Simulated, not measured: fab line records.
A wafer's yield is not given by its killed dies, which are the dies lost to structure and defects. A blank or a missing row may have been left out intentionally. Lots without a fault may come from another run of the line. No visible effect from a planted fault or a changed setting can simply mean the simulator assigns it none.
fab line records    flow sfqLine    part 1 of 2: steps 1 to 24 of 34
record lots=5  wafers=15  lastDay=72
route steps=325 shown M4@156 I4@163 JJ@178
lots that met no fault: from a run of the same line without faults
startH: the number of hours between the record's first day and the start of the first shown wafer of the lot    waitH: how many hours have passed since the lot's step before this one    " the same as in the row above    L1.1+2: a row that stands for several wafers    - no value, or no start was given    * or withheld: withheld    < > ~ a bound
route shown NAME@n: NAME is a module with steps in the file, n the number in the route of the first one    usual: average and standard deviation across the fault-free wafers    same: alike in all rows    chamber/n: place in a boat    sites: each site's reading    _std_site: standard deviation across them    _edge_site: mean of outer sites minus mean of inner sites    radiusMm: for every site, how far away it sits from the centre of the wafer    mask NAME#n: copy n    behind: tool/chamber where the wafer was last shaped    hold: reason for holding the lot/hours on hold/outcome of the hold    device: which transistor (n, p or np) failed to switch    end of line: at the end of the route, the tests of the same wafers    for a step that has no rows: nothing shown but its recipe    killed: at the first sort, the dies lost to defects and structure; wafer yield is something else    map: dies across one wafer; x = killed, . = not, _ = none there
set.NAME: the setting as run; set.NAME@STEP: as run at that earlier step    model.NAME: the simulator's own value behind a step, which no gauge read
lots at some steps of the route; a table a step, a row a wafer
services: a tool's chamber out of use, with start hour (startH, from the record's first day; less than 0 if before it), hours out, and reason
## steps
# step SFQ_TRILAYER_M4_LITHO_PEB_096
# recipe pebTempC=115  pebTimeS=60  resist=KrF
# usual chillPlateTempC=22.97/0.1
lot.wafer  tool           chamber  startH  waitH  chillPlateTempC
L074.1     lithoTrack-04  0        798.20  1.0    22.88
L074.4     "              0        "       "      22.86
L074.6     "              0        "       "      22.92
L075.1     lithoTrack-04  0        800.60  1.0    22.90
L075.3     "              0        "       "      22.93
L075.5     "              0        "       "      22.94
L082.1     lithoTrack-03  0        832.61  1.0    22.94
L082.2     "              0        "       "      22.71
L082.6     "              0        "       "      22.73
L083.2     lithoTrack-03  0        839.38  0.8    23.11
L083.4     "              0        "       "      23.02
L083.5     "              0        "       "      22.91
L087.1     lithoTrack-01  0        867.12  1.0    23.07
L087.3     "              0        "       "      23.02
L087.5     "              0        "       "      23.02
# step SFQ_TRILAYER_M4_LITHO_DEVELOP_095
# recipe timeS=60  resist=KrF
# usual chillPlateTempC=23.00/0.098
lot.wafer  tool           chamber  startH  waitH  chillPlateTempC
L074.1     lithoTrack-04  0        798.35  0.1    22.93
L074.4     "              0        "       "      22.95
L074.6     "              0        "       "      23.07
L075.1     lithoTrack-04  0        800.75  0.1    22.85
L075.3     "              0        "       "      23.04
L075.5     "              0        "       "      22.97
L082.1     lithoTrack-03  0        832.76  0.1    23.17
L082.2     "              0        "       "      22.98
L082.6     "              0        "       "      23.10
L083.2     lithoTrack-03  0        839.53  0.1    22.91
L083.4     "              0        "       "      22.87
L083.5     "              0        "       "      22.93
L087.1     lithoTrack-01  0        867.27  0.1    22.98
L087.3     "              0        "       "      22.92
L087.5     "              0        "       "      22.84
# step SFQ_M4_OVL_MEAS_926
# usual M4_OVL=1/5.8
lot.wafer  tool        chamber  startH  waitH  M4_OVL[nm]
L074.1     overlay-02  -        798.50  0.1    -8
L074.4     "           -        "       "      -4
L074.6     "           -        "       "      -7
L075.1     overlay-02  -        800.90  0.1    6
L075.3     "           -        "       "      7
L075.5     "           -        "       "      -3
L082.1     overlay-01  -        832.91  0.1    -11
L082.2     "           -        "       "      -8
L082.6     "           -        "       "      -5
L083.2     overlay-02  -        839.66  0.1    -3
L083.4     "           -        "       "      4
L083.5     "           -        "       "      -1
L087.1     overlay-02  -        867.42  0.1    10
L087.3     "           -        "       "      11
L087.5     "           -        "       "      10
# step SFQ_TRILAYER_M4_BARC_OPEN_METAL_ETCH_123
# recipe maskMaterial=PR  chemistry=O2  targetDepthNm=125  target=BARC  icpW=600  biasW=80  pressureMtorr=10  timeS=41.7
# usual drypumpMotorCurrentA=5.8/0.38  heBacksideLeakSccm=3.5/0.37  oesProductAu=0.685/0.005
lot.wafer  tool         chamber  startH  waitH  drypumpMotorCurrentA  heBacksideLeakSccm  oesProductAu  rfHoursCounterH
L074.1     rieMetal-01  1        798.54  0.0    5.9                   3.5                 0.684         119
L074.4     "            0        "       "      5.0                   3.8                 0.687         -
L074.6     "            0        "       "      5.0                   3.8                 0.684         -
L075.1     rieMetal-01  1        800.94  0.0    5.8                   3.4                 0.682         119
L075.3     "            1        "       "      5.8                   3.4                 0.678         -
L075.5     "            1        "       "      5.8                   3.6                 0.687         -
L082.1     rieMetal-02  0        832.94  0.0    6.4                   3.3                 0.691         105
L082.2     "            1        "       "      5.6                   3.7                 0.682         124
L082.6     "            0        "       "      6.3                   4.9                 0.693         -
L083.2     rieMetal-04  1        839.69  0.0    5.8                   3.2                 0.688         39
L083.4     "            1        "       "      5.8                   3.4                 0.692         -
L083.5     "            0        "       "      6.0                   3.2                 0.684         -
L087.1     rieMetal-04  0        867.45  0.0    6.0                   3.2                 0.677         61
L087.3     "            1        "       "      5.8                   3.4                 0.687         -
L087.5     "            0        "       "      6.0                   3.3                 0.689         -
# step SFQ_TRILAYER_M4_ETCH_METAL_ETCH_096
# recipe target=Nb  stopOn=SiO2  maskMaterial=PR  chemistry=Cl2/Ar  targetDepthNm=240  icpW=600  biasW=80  pressureMtorr=10  timeS=120
# usual drypumpMotorCurrentA=5.8/0.38  heBacksideLeakSccm=3.5/0.37  oesProductAu=0.892/0.0081
lot.wafer  tool         chamber  startH  waitH  drypumpMotorCurrentA  heBacksideLeakSccm  oesProductAu  rfHoursCounterH
L074.1     rieMetal-01  1        798.60  0.0    5.8                   3.4                 0.897         119
L074.4     "            0        "       "      5.0                   3.8                 0.878         -
L074.6     "            0        "       "      5.0                   3.8                 0.879         -
L075.1     rieMetal-01  1        801.00  0.0    5.8                   3.3                 0.900         119
L075.3     "            1        "       "      5.9                   3.4                 0.891         -
L075.5     "            1        "       "      5.9                   3.3                 0.905         -
L082.1     rieMetal-02  0        833.00  0.0    6.3                   3.4                 0.867         105
L082.2     "            1        "       "      5.6                   3.7                 0.883         124
L082.6     "            0        "       "      6.3                   3.5                 0.887         -
L083.2     rieMetal-04  1        839.75  0.0    5.9                   3.4                 0.891         39
L083.4     "            1        "       "      5.8                   3.2                 0.887         -
L083.5     "            0        "       "      6.0                   3.3                 0.889         -
L087.1     rieMetal-04  0        867.51  0.0    6.0                   3.1                 0.895         61
L087.3     "            1        "       "      5.8                   3.6                 0.887         -
L087.5     "            0        "       "      6.0                   3.3                 0.889         -
# step SFQ_TRILAYER_M4_STRIP_STRIP_097
# recipe gas=O2  powerW=200  platenTempC=40  overashFraction=0.65  chemistry=O2  pressureMtorr=50
# usual drypumpMotorCurrentA=5.8/0.38  heBacksideLeakSccm=3.5/0.38  oesProductAu=1.007/0.013
lot.wafer  tool         chamber  startH  waitH  drypumpMotorCurrentA  heBacksideLeakSccm  oesProductAu  rfHoursCounterH
L074.1     rieMetal-01  1        798.72  0.1    5.8                   3.3                 0.994         119
L074.4     "            0        "       "      5.0                   3.9                 1.009         -
L074.6     "            0        "       "      5.0                   3.8                 1.019         -
L075.1     rieMetal-01  1        801.12  0.1    5.8                   3.5                 0.997         119
L075.3     "            1        "       "      5.8                   3.4                 1.000         -
L075.5     "            1        "       "      5.8                   3.3                 0.993         -
L082.1     rieMetal-02  0        833.13  0.1    6.4                   3.2                 0.978         105
L082.2     "            1        "       "      5.6                   3.7                 1.000         124
L082.6     "            0        "       "      6.3                   3.5                 0.999         -
L083.2     rieMetal-04  1        839.88  0.1    5.8                   3.3                 1.033         39
L083.4     "            1        "       "      5.9                   3.3                 1.033         -
L083.5     "            0        "       "      6.0                   3.3                 0.991         -
L087.1     rieMetal-04  0        867.64  0.1    6.0                   3.1                 1.003         61
L087.3     "            1        "       "      5.8                   3.3                 1.028         -
L087.5     "            0        "       "      6.0                   3.2                 1.002         -
# step SFQ_TRILAYER_M4_STRIP_SOLV_CLEAN_098
# recipe chemistry=NMP  tempC=70  timeS=600
lot.wafer   tool         chamber  startH  waitH
L074.1+4+6  wetBench-01  3,4,0    799.32  0.4
L075.1+3+5  wetBench-01  5,6,0    801.72  0.4
L082.1+2+6  wetBench-03  6,7,3    833.73  0.4
L083.2+4+5  wetBench-04  7,5,0    840.48  0.4
L087.1+3+5  wetBench-04  0,1,2    868.24  0.4
# step SFQ_TRILAYER_I4_DEP_PECVD_099
# recipe material=SiO2  tempC=150  timeS=111.11  pressureTorr=2.4  rfW=183.3  precursor=SiH4/N2O  targetThkNm=500
# usual heaterPowerW=81/11  showerheadVppV=856/29  throttleValvePct=25.4/1.3
lot.wafer  tool      chamber  startH  waitH  heaterPowerW  showerheadVppV  throttleValvePct
L074.1     pecvd-04  0        799.51  0.0    60            813             23.9
L074.4     "         2        "       "      76            858             24.3
L074.6     "         0        "       "      62            823             23.9
L075.1     pecvd-01  0        801.91  0.0    69            866             27.2
L075.3     "         0        "       "      73            874             27.2
L075.5     "         0        "       "      76            886             27.4
L082.1     pecvd-01  1        833.90  0.0    86            837             26.8
L082.2     "         2        "       "      81            860             24.7
L082.6     "         2        "       "      83            844             24.5
L083.2     pecvd-01  2        840.65  0.0    81            860             24.9
L083.4     "         1        "       "      83            838             26.9
L083.5     "         2        "       "      83            839             24.7
L087.1     pecvd-03  1        868.59  0.0    80            892             24.0
L087.3     "         2        "       "      82            788             24.6
L087.5     "         0        "       "      102           846             25.2
# step SFQ_TRILAYER_I4_CMP_CMP_100
# recipe material=SiO2  downForcePsi=3  platenRpm=60  padVelocityMS=0.94248
# usual motorCurrentA=9.8/0.7  timeToEndpointS=217/9.5
lot.wafer  tool    chamber  startH  waitH  motorCurrentA  timeToEndpointS
L074.4     cmp-01  2        840.90  41.3   9.7            234
L074.1     "       0        841.90  42.3   9.7            208
L074.6     "       2        842.90  43.3   9.5            221
L075.1     cmp-01  1        844.40  42.4   9.4            205
L075.3     "       2        "       "      10.2           223
L075.5     "       1        846.40  44.4   9.4            215
L082.1     cmp-02  3        882.08  48.1   11.5           207
L082.2     "       0        "       "      10.1           212
L082.6     "       2        883.58  49.6   9.7            221
L083.4     cmp-01  0        886.40  45.7   9.4            219
L083.2     "       2        887.40  46.7   10.2           224
L083.5     "       0        888.40  47.7   9.6            210
L087.3     cmp-01  0        913.40  44.8   9.2            210
L087.1     "       1        "       "      10.2           198
L087.5     "       0        915.40  46.7   9.5            222
# step SFQ_I4_BOW_MEAS_927
# recipe mode=bow
# usual I4_BOW=2/9.9
lot.wafer  tool          chamber  startH  waitH  I4_BOW[um]
L074.1     filmMetro-02  -        843.90  1.5    -21
L074.4     "             -        "       "      3
L074.6     "             -        "       "      0
L075.1     filmMetro-04  -        846.90  2.0    18
L075.3     "             -        "       "      17
L075.5     "             -        "       "      10
L082.1     filmMetro-04  -        884.58  2.0    5
L082.2     "             -        "       "      9
L082.6     "             -        "       "      8
L083.2     filmMetro-01  -        888.92  1.0    0
L083.4     "             -        "       "      -1
L083.5     "             -        "       "      0
L087.1     filmMetro-04  -        915.90  1.5    -3
L087.3     "             -        "       "      5
L087.5     "             -        "       "      1
# step SFQ_TRILAYER_I4_METRO_MEASURE_101
# usual thkNm=200.1/1.4
lot.wafer  tool          chamber  startH  waitH  thkNm
L074.1     filmMetro-02  -        844.02  0.1    202.4
L074.4     "             -        "       "      202.4
L074.6     "             -        "       "      202.3
L075.1     filmMetro-04  -        847.02  0.1    199.7
L075.3     "             -        "       "      203.0
L075.5     "             -        "       "      200.6
L082.1     filmMetro-04  -        884.70  0.1    199.6
L082.2     "             -        "       "      200.3
L082.6     "             -        "       "      200.9
L083.2     filmMetro-01  -        889.22  0.3    200.9
L083.4     "             -        "       "      201.9
L083.5     "             -        "       "      200.6
L087.1     filmMetro-04  -        916.02  0.1    199.0
L087.3     "             -        "       "      199.7
L087.5     "             -        "       "      200.0
# step SFQ_TRILAYER_I4_VIA_LITHO_COAT_108
# recipe resist=BARC  spinRpm=3000  resistThkNm=62
# usual chillPlateTempC=23.01/0.097
lot.wafer  tool           chamber  startH  waitH  chillPlateTempC
L074.1     lithoTrack-01  0        845.22  1.0    22.91
L074.4     "              0        "       "      23.07
L074.6     "              0        "       "      23.10
L075.1     lithoTrack-04  0        848.22  1.0    23.09
L075.3     "              0        "       "      23.01
L075.5     "              0        "       "      22.85
L082.1     lithoTrack-01  0        885.90  1.0    23.00
L082.2     "              0        "       "      23.06
L082.6     "              0        "       "      23.10
L083.2     lithoTrack-04  0        890.27  0.8    23.11
L083.4     "              0        "       "      23.10
L083.5     "              0        "       "      23.14
L087.1     lithoTrack-02  0        917.22  1.0    22.98
L087.3     "              0        "       "      23.01
L087.5     "              0        "       "      23.09
# step SFQ_TRILAYER_I4_VIA_LITHO_COAT_103
# recipe resist=KrF  spinRpm=3000  resistThkNm=650
# usual chillPlateTempC=22.99/0.094
lot.wafer  tool           chamber  startH  waitH  chillPlateTempC
L074.1     lithoTrack-01  0        845.52  0.2    22.94
L074.4     "              0        "       "      22.96
L074.6     "              0        "       "      22.92
L075.1     lithoTrack-04  0        848.52  0.2    22.97
L075.3     "              0        "       "      23.01
L075.5     "              0        "       "      22.92
L082.1     lithoTrack-01  0        886.20  0.2    22.80
L082.2     "              0        "       "      23.03
L082.6     "              0        "       "      23.03
L083.2     lithoTrack-04  0        890.57  0.2    22.93
L083.4     "              0        "       "      23.15
L083.5     "              0        "       "      23.11
L087.1     lithoTrack-02  0        917.52  0.2    22.98
L087.3     "              0        "       "      22.95
L087.5     "              0        "       "      22.96
# step SFQ_TRILAYER_I4_VIA_LITHO_SOFTBAKE_107
# recipe tempC=withheld  timeS=withheld  resist=KrF
# usual chillPlateTempC=*
lot.wafer  tool           chamber  startH  waitH  chillPlateTempC
L074.1     lithoTrack-01  0        845.82  0.2    *
L074.4     "              0        "       "      *
L074.6     "              0        "       "      *
L075.1     lithoTrack-04  0        848.82  0.2    *
L075.3     "              0        "       "      *
L075.5     "              0        "       "      *
L082.1     lithoTrack-01  0        886.50  0.2    *
L082.2     "              0        "       "      *
L082.6     "              0        "       "      *
L083.2     lithoTrack-04  0        890.84  0.2    *
L083.4     "              0        "       "      *
L083.5     "              0        "       "      *
L087.1     lithoTrack-02  0        917.82  0.2    *
L087.3     "              0        "       "      *
L087.5     "              0        "       "      *
# step SFQ_TRILAYER_I4_VIA_LITHO_EXPOSE_104
# recipe maskId=I4  na=0.6  sourceShape=conventional  sigmaOuter=0.65  targetCdNm=700  doseMj=21.3
lot.wafer   tool           chamber  startH   waitH  mask
L074.1+4+6  krfScanner-01  0        930.07   -      I4#0
L075.1+3+5  krfScanner-01  0        933.67   -      I4#0
L082.1+2+6  krfScanner-01  0        975.57   -      I4#0
L083.2+4+5  krfScanner-01  0        980.57   -      I4#0
L087.1+3+5  krfScanner-01  0        1037.45  -      I4#0
# step SFQ_TRILAYER_I4_VIA_LITHO_PEB_106
# recipe pebTempC=115  pebTimeS=60  resist=KrF
# usual chillPlateTempC=23.00/0.12
lot.wafer  tool           chamber  startH   waitH  chillPlateTempC
L074.1     lithoTrack-01  0        931.27   1.0    23.02
L074.4     "              0        "        "      22.99
L074.6     "              0        "        "      23.15
L075.1     lithoTrack-04  0        934.87   1.0    23.07
L075.3     "              0        "        "      23.20
L075.5     "              0        "        "      23.06
L082.1     lithoTrack-01  0        976.77   1.0    23.04
L082.2     "              0        "        "      23.05
L082.6     "              0        "        "      23.09
L083.2     lithoTrack-04  0        981.60   0.8    23.06
L083.4     "              0        "        "      23.24
L083.5     "              0        "        "      23.17
L087.1     lithoTrack-01  0        1038.65  1.0    23.11
L087.3     "              0        "        "      23.18
L087.5     "              0        "        "      23.08
# step SFQ_TRILAYER_I4_VIA_LITHO_DEVELOP_105
# recipe timeS=60  resist=KrF
# usual chillPlateTempC=23.00/0.12
lot.wafer  tool           chamber  startH   waitH  chillPlateTempC
L074.1     lithoTrack-01  0        931.42   0.1    23.02
L074.4     "              0        "        "      23.02
L074.6     "              0        "        "      23.06
L075.1     lithoTrack-04  0        935.02   0.1    23.15
L075.3     "              0        "        "      23.02
L075.5     "              0        "        "      23.12
L082.1     lithoTrack-01  0        976.92   0.1    23.05
L082.2     "              0        "        "      23.06
L082.6     "              0        "        "      23.07
L083.2     lithoTrack-04  0        981.75   0.1    23.05
L083.4     "              0        "        "      22.88
L083.5     "              0        "        "      23.04
L087.1     lithoTrack-01  0        1038.80  0.1    22.92
L087.3     "              0        "        "      23.20
L087.5     "              0        "        "      23.20
# step SFQ_I4_OVL_MEAS_928
# usual I4_OVL=-4/5.5
lot.wafer  tool        chamber  startH   waitH  I4_OVL[nm]
L074.1     overlay-01  -        931.57   0.1    -14
L074.4     "           -        "        "      -9
L074.6     "           -        "        "      -9
L075.1     overlay-01  -        935.17   0.1    -1
L075.3     "           -        "        "      -1
L075.5     "           -        "        "      -4
L082.1     overlay-02  -        977.07   0.1    -2
L082.2     "           -        "        "      -8
L082.6     "           -        "        "      -10
L083.2     overlay-02  -        981.88   0.1    -4
L083.4     "           -        "        "      -8
L083.5     "           -        "        "      -5
L087.1     overlay-01  -        1038.95  0.1    -1
L087.3     "           -        "        "      -5
L087.5     "           -        "        "      -7
# step SFQ_TRILAYER_I4_VIA_BARC_OPEN_VIA_ETCH_146
# recipe maskMaterial=PR  chemistry=O2  targetDepthNm=125  target=BARC  sourceW=500  biasW=80  pressureMtorr=30  timeS=41.7
# usual drypumpMotorCurrentA=5.8/0.34  oesProductAu=0.685/0.0043
lot.wafer  tool        chamber  startH   waitH  drypumpMotorCurrentA  oesProductAu  rfHoursCounterH
L074.1     rieDiel-04  3        931.61   0.0    5.8                   0.693         8
L074.4     "           0        "        "      5.7                   0.685         7
L074.6     "           0        "        "      5.7                   0.691         -
L075.1     rieDiel-02  3        935.21   0.0    5.8                   0.688         12
L075.3     "           0        "        "      6.0                   0.683         2
L075.5     "           3        "        "      5.8                   0.677         -
L082.1     rieDiel-01  0        977.11   0.0    4.8                   0.678         12
L082.2     "           2        "        "      6.1                   0.691         10
L082.6     "           1        "        "      5.9                   0.685         -
L083.2     rieDiel-02  3        981.91   0.0    5.8                   0.687         12
L083.4     "           1        "        "      6.1                   0.676         14
L083.5     "           0        "        "      6.0                   0.687         -
L087.1     rieDiel-01  0        1038.98  0.0    4.7                   0.684         12
L087.3     "           3        "        "      5.7                   0.685         13
L087.5     "           2        "        "      6.1                   0.688         -
# step SFQ_TRILAYER_I4_VIA_ETCH_VIA_ETCH_106
# recipe target=SiO2  stopOn=Nb  maskMaterial=PR  taperDeg=20  chemistry=CHF3  targetDepthNm=260  sourceW=500  biasW=80  pressureMtorr=30  timeS=withheld
# usual drypumpMotorCurrentA=5.8/0.34  oesProductAu=0.854/0.0054
lot.wafer  tool        chamber  startH   waitH  drypumpMotorCurrentA  oesProductAu
L074.1     rieDiel-04  3        931.65   0.0    5.8                   0.859
L074.4     "           0        "        "      5.7                   0.863
L074.6     "           0        "        "      5.7                   0.861
L075.1     rieDiel-02  3        935.25   0.0    5.8                   0.862
L075.3     "           0        "        "      6.0                   0.856
L075.5     "           3        "        "      5.8                   0.845
L082.1     rieDiel-01  0        977.15   0.0    4.8                   0.850
L082.2     "           2        "        "      6.1                   0.858
L082.6     "           1        "        "      5.9                   0.855
L083.2     rieDiel-02  3        981.95   0.0    5.8                   0.862
L083.4     "           1        "        "      6.1                   0.855
L083.5     "           0        "        "      6.0                   0.851
L087.1     rieDiel-01  0        1039.02  0.0    4.8                   0.847
L087.3     "           3        "        "      5.7                   0.853
L087.5     "           2        "        "      6.1                   0.860
# step SFQ_TRILAYER_I4_VIA_STRIP_STRIP_107
# recipe gas=O2  powerW=200  platenTempC=40  overashFraction=0.65  chemistry=O2  pressureMtorr=50
# usual drypumpMotorCurrentA=5.6/0.5  heBacksideLeakSccm=3.6/0.4  oesProductAu=1.003/0.011
lot.wafer  tool         chamber  startH   waitH  drypumpMotorCurrentA  heBacksideLeakSccm  oesProductAu  rfHoursCounterH
L074.1     rieMetal-01  1        931.76   -      5.9                   3.3                 0.999         142
L074.4     "            0        "        "      5.0                   3.8                 1.019         -
L074.6     "            0        "        "      5.0                   4.0                 1.024         -
L075.1     rieMetal-03  0        935.36   -      5.1                   3.6                 1.032         80
L075.3     "            0        "        "      5.1                   3.6                 1.053         -
L075.5     "            0        "        "      5.1                   3.6                 1.038         -
L082.1     rieMetal-01  0        977.26   -      5.0                   3.8                 1.004         165
L082.2     "            1        "        "      5.8                   3.4                 1.002         151
L082.6     "            1        "        "      5.8                   3.3                 1.006         -
L083.2     rieMetal-01  0        982.06   -      5.0                   4.2                 1.006         166
L083.4     "            0        "        "      5.0                   4.0                 1.007         -
L083.5     "            1        "        "      5.8                   3.3                 1.006         -
L087.1     rieMetal-01  0        1039.13  -      5.0                   3.5                 1.002         3
L087.3     "            0        "        "      5.0                   3.5                 1.005         -
L087.5     "            1        "        "      5.8                   3.6                 1.003         -
# step SFQ_TRILAYER_I4_VIA_STRIP_SOLV_CLEAN_108
# recipe chemistry=NMP  tempC=70  timeS=600
lot.wafer   tool         chamber  startH   waitH
L074.1+4+6  wetBench-01  1,5,3    932.36   0.4
L075.1+3+5  wetBench-02  7,1,6    935.96   0.4
L082.1+2+6  wetBench-01  0,5,4    977.86   0.4
L083.2+4+5  wetBench-01  7,2,1    982.66   0.4
L087.1+3+5  wetBench-03  2,0,4    1039.93  0.5
# step SFQ_TRILAYER_JJ_TRILAYER_DEP_PRE_CLEAN_113
# recipe gas=Ar  timeS=22.5  biasV=250
lot.wafer   tool           chamber  startH   waitH
L074.1+4+6  pvdSputter-04  -        932.54   0.0
L075.1+3+5  pvdSputter-03  -        936.14   0.0
L082.1+2+6  pvdSputter-04  -        978.21   0.0
L083.2+4+5  pvdSputter-06  -        983.01   0.0
L087.1+3+5  pvdSputter-06  -        1040.11  0.0
# step SFQ_TRILAYER_JJ_TRILAYER_DEP_SPUTTER_109
# recipe material=Nb  basePressurePa=1.33e-06  chamberPressurePa=0.1333  substrateTempC=20  targetThkNm=150  powerW=2000  timeS=100
# usual throttleValvePct=29.9/0.79
lot.wafer  tool           chamber  startH   waitH  throttleValvePct
L074.1     pvdSputter-04  -        932.57   0.0    31.8
L074.4     "              -        "        "      29.0
L074.6     "              -        "        "      31.2
L075.1     pvdSputter-03  -        936.17   0.0    29.2
L075.3     "              -        "        "      29.9
L075.5     "              -        "        "      29.3
L082.1     pvdSputter-04  -        978.24   0.0    29.1
L082.2     "              -        "        "      31.5
L082.6     "              -        "        "      31.5
L083.2     pvdSputter-06  -        983.04   0.0    30.7
L083.4     "              -        "        "      31.2
L083.5     "              -        "        "      29.1
L087.1     pvdSputter-06  -        1040.14  0.0    29.0
L087.3     "              -        "        "      31.2
L087.5     "              -        "        "      31.3
